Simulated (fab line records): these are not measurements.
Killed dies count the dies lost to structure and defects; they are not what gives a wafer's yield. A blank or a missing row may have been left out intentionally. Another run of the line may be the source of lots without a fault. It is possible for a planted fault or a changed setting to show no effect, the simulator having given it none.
Which tool was responsible? / flow gf180mcu / 8 lots, 24 wafers sampled, at 5 steps of a route of 602

== WHAT THE GAUGES SHOWED, per wafer ==
GF_PSD_TW_MEAS_11.
lot=L503; measured=day 14 07:16; on=film_metro-02; PSD_TW=3162 3161 3164
lot=L504; measured=day 14 15:31; on=film_metro-02; PSD_TW=3182 3163 3160
lot=L505; measured=day 14 21:01; on=film_metro-02; PSD_TW=3169 3174 3177
lot=L506; measured=day 15 01:04; on=film_metro-03; PSD_TW=3149 3151 3142
lot=L507; measured=day 15 14:05; on=film_metro-03; PSD_TW=3147 3158 3163
lot=L508; measured=day 15 21:56; on=film_metro-02; PSD_TW=3183 3198 3219
lot=L509; measured=day 16 06:15; on=film_metro-03; PSD_TW=3124 3147 3123
lot=L510; measured=day 16 09:11; on=film_metro-02; PSD_TW=3151 3170 3163

GF_PSD_RS_MEAS_14: uses a four-point probe to measure.
lot=L503; measured=day 14 07:28; on=film_metro-01; NSD_RS (ohm/sq)=46.05 46.18 46.22
lot=L504; measured=day 14 15:43; on=film_metro-02; NSD_RS (ohm/sq)=46.16 46.11 45.96
lot=L505; measured=day 14 21:13; on=film_metro-01; NSD_RS (ohm/sq)=46.05 45.98 46.02
lot=L506; measured=day 15 01:15; on=film_metro-01; NSD_RS (ohm/sq)=46.13 46.00 46.11
lot=L507; measured=day 15 14:17; on=film_metro-03; NSD_RS (ohm/sq)=- - -
lot=L508; measured=day 15 22:09; on=film_metro-01; NSD_RS (ohm/sq)=- - -
lot=L509; measured=day 16 06:28; on=film_metro-01; NSD_RS (ohm/sq)=- - -
lot=L510; measured=day 16 09:25; on=film_metro-03; NSD_RS (ohm/sq)=- - -

== EACH LOT AND THE TOOL THAT RAN IT (in order: tool; ch and the chambers of the sampled wafers; start) ==
lot=L503; GF_HV_LDD_ETCHBACK_58=rie_diel-02 ch 0,2,3, day 12 13:55; GF_NSD_IMPLANT_09=implanter-01 ch 0, day 13 10:25; GF_NSD_STRIP_11=plasma_asher-04 ch 0,1, day 13 10:43
lot=L504; GF_HV_LDD_ETCHBACK_58=rie_diel-04 ch 0,1,2, day 12 21:41; GF_NSD_IMPLANT_09=implanter-04 ch 0, day 13 17:50; GF_NSD_STRIP_11=plasma_asher-01 ch 0,1, day 13 18:08
lot=L505; GF_HV_LDD_ETCHBACK_58=rie_diel-02 ch 0,1,3, day 13 03:27; GF_NSD_IMPLANT_09=implanter-04 ch 0, day 13 23:52; GF_NSD_STRIP_11=plasma_asher-02 ch 0,1, day 14 00:10
lot=L506; GF_HV_LDD_ETCHBACK_58=rie_diel-01 ch 0,2,3, day 13 08:08; GF_NSD_IMPLANT_09=implanter-04 ch 0, day 14 04:42; GF_NSD_STRIP_11=plasma_asher-01 ch 0,1, day 14 05:00
lot=L507; GF_HV_LDD_ETCHBACK_58=rie_diel-01 ch 0,1,3, day 13 19:28; GF_NSD_IMPLANT_09=implanter-02 ch 0, day 14 16:14; GF_NSD_STRIP_11=plasma_asher-01 ch 0,1, day 14 16:31
lot=L508; GF_HV_LDD_ETCHBACK_58=rie_diel-04 ch 1,3, day 14 04:16; GF_NSD_IMPLANT_09=implanter-02 ch 0, day 15 00:55; GF_NSD_STRIP_11=plasma_asher-02 ch 0,1, day 15 01:11
lot=L509; GF_HV_LDD_ETCHBACK_58=rie_diel-04 ch 0,1, day 14 11:43; GF_NSD_IMPLANT_09=implanter-02 ch 0, day 15 08:35; GF_NSD_STRIP_11=plasma_asher-01 ch 0,1, day 15 08:50
lot=L510; GF_HV_LDD_ETCHBACK_58=rie_diel-01 ch 0,1,2, day 14 15:38; GF_NSD_IMPLANT_09=implanter-04 ch 0, day 15 11:58; GF_NSD_STRIP_11=plasma_asher-04 ch 0,1, day 15 12:14
- GF_HV_LDD_ETCHBACK_58: etches Si3N4 in CH3F/O2, stops on SiO2, time 100 s, target depth 90 nm.
- GF_NSD_IMPLANT_09
- GF_NSD_STRIP_11: strips in O2/N2.

== WHAT THE TOOLS THEMSELVES READ (means of the sampled wafers that have a number; where no wafer has one, the mark that the record gives instead) ==
GF_HV_LDD_ETCHBACK_58.
lot=L503; tool=rie_diel-02; drypump_motor_current_A (A)=5.8; oes_product_au (a.u.)=0.844; throttle_valve_pct (%)=10.562
lot=L504; tool=rie_diel-04; drypump_motor_current_A (A)=5.6; oes_product_au (a.u.)=0.846; throttle_valve_pct (%)=10.556
lot=L505; tool=rie_diel-02; drypump_motor_current_A (A)=5.7; oes_product_au (a.u.)=0.842; throttle_valve_pct (%)=10.559
lot=L506; tool=rie_diel-01; drypump_motor_current_A (A)=6.2; oes_product_au (a.u.)=0.849; throttle_valve_pct (%)=10.569
lot=L507; tool=rie_diel-01; drypump_motor_current_A (A)=6.1; oes_product_au (a.u.)=0.845; throttle_valve_pct (%)=10.560
lot=L508; tool=rie_diel-04; drypump_motor_current_A (A)=5.5; oes_product_au (a.u.)=0.835; throttle_valve_pct (%)=10.563
lot=L509; tool=rie_diel-04; drypump_motor_current_A (A)=5.6; oes_product_au (a.u.)=0.841; throttle_valve_pct (%)=10.567
lot=L510; tool=rie_diel-01; drypump_motor_current_A (A)=6.0; oes_product_au (a.u.)=0.843; throttle_valve_pct (%)=10.564

GF_NSD_IMPLANT_09.
lot=L503; tool=implanter-01; end_station_pressure_torr (Torr)=1.4e-05
lot=L504; tool=implanter-04; end_station_pressure_torr (Torr)=1.3e-05
lot=L505; tool=implanter-04; end_station_pressure_torr (Torr)=1.3e-05
lot=L506; tool=implanter-04; end_station_pressure_torr (Torr)=1.4e-05
lot=L507; tool=implanter-02; end_station_pressure_torr (Torr)=1.5e-05
lot=L508; tool=implanter-02; end_station_pressure_torr (Torr)=1.4e-05
lot=L509; tool=implanter-02; end_station_pressure_torr (Torr)=1.4e-05
lot=L510; tool=implanter-04; end_station_pressure_torr (Torr)=1.5e-05

GF_NSD_STRIP_11.
lot=L503; tool=plasma_asher-04; drypump_motor_current_A (A)=5.9; heater_power_w (W)=319; oes_product_au (a.u.)=0.489; strip_time_to_endpoint_s (s)=22.97
lot=L504; tool=plasma_asher-01; drypump_motor_current_A (A)=5.6; heater_power_w (W)=345; oes_product_au (a.u.)=0.486; strip_time_to_endpoint_s (s)=22.94
lot=L505; tool=plasma_asher-02; drypump_motor_current_A (A)=5.2; heater_power_w (W)=262; oes_product_au (a.u.)=0.487; strip_time_to_endpoint_s (s)=22.98
lot=L506; tool=plasma_asher-01; drypump_motor_current_A (A)=5.5; heater_power_w (W)=347; oes_product_au (a.u.)=0.484; strip_time_to_endpoint_s (s)=22.94
lot=L507; tool=plasma_asher-01; drypump_motor_current_A (A)=5.8; heater_power_w (W)=319; oes_product_au (a.u.)=0.480; strip_time_to_endpoint_s (s)=23.74
lot=L508; tool=plasma_asher-02; drypump_motor_current_A (A)=5.2; heater_power_w (W)=262; oes_product_au (a.u.)=0.477; strip_time_to_endpoint_s (s)=23.71
lot=L509; tool=plasma_asher-01; drypump_motor_current_A (A)=5.8; heater_power_w (W)=317; oes_product_au (a.u.)=0.478; strip_time_to_endpoint_s (s)=23.80
lot=L510; tool=plasma_asher-04; drypump_motor_current_A (A)=5.9; heater_power_w (W)=321; oes_product_au (a.u.)=0.480; strip_time_to_endpoint_s (s)=23.74

== THE ANSWER, worked out from the rows above alone ==
Rule: the lots themselves supply what counts as usual. Put in order of their means at a reading, lots are off if they are a third of the lots or fewer, leave a main group of 4 or more, and stand apart from it by a gap of 3 or more times the standard deviation of the main group's means; of several such gaps the widest counts. If all means in a main group match to the digits the tables above print for the reading, that group is not used. A lot without any number at a reading at which 4 lots or more have one is off too. Any other lot the step has rows for is counted as sound. Order of review: gauges by route order, followed by the tools' own readings, for which a lot's mean as printed above is used. At the first step where some lot is off, the reading lying furthest off is the one used; lots without a number count as furthest.
Off: at GF_PSD_RS_MEAS_14 (NSD_RS), L507, L508, L509, L510. Without a number there: L507, L508, L509, L510. Main group: mean 46.08 ohm/sq, sd 0.047.
If a tool, at a process step before that reading, ran all the lots that are off and no sound lot after the first of them, it fits. Gauges at GF_PSD_RS_MEAS_14: tried the same way as those tools. Not one of the candidates tried fits.

== WHAT THE SIMULATOR HAD PUT IN ==
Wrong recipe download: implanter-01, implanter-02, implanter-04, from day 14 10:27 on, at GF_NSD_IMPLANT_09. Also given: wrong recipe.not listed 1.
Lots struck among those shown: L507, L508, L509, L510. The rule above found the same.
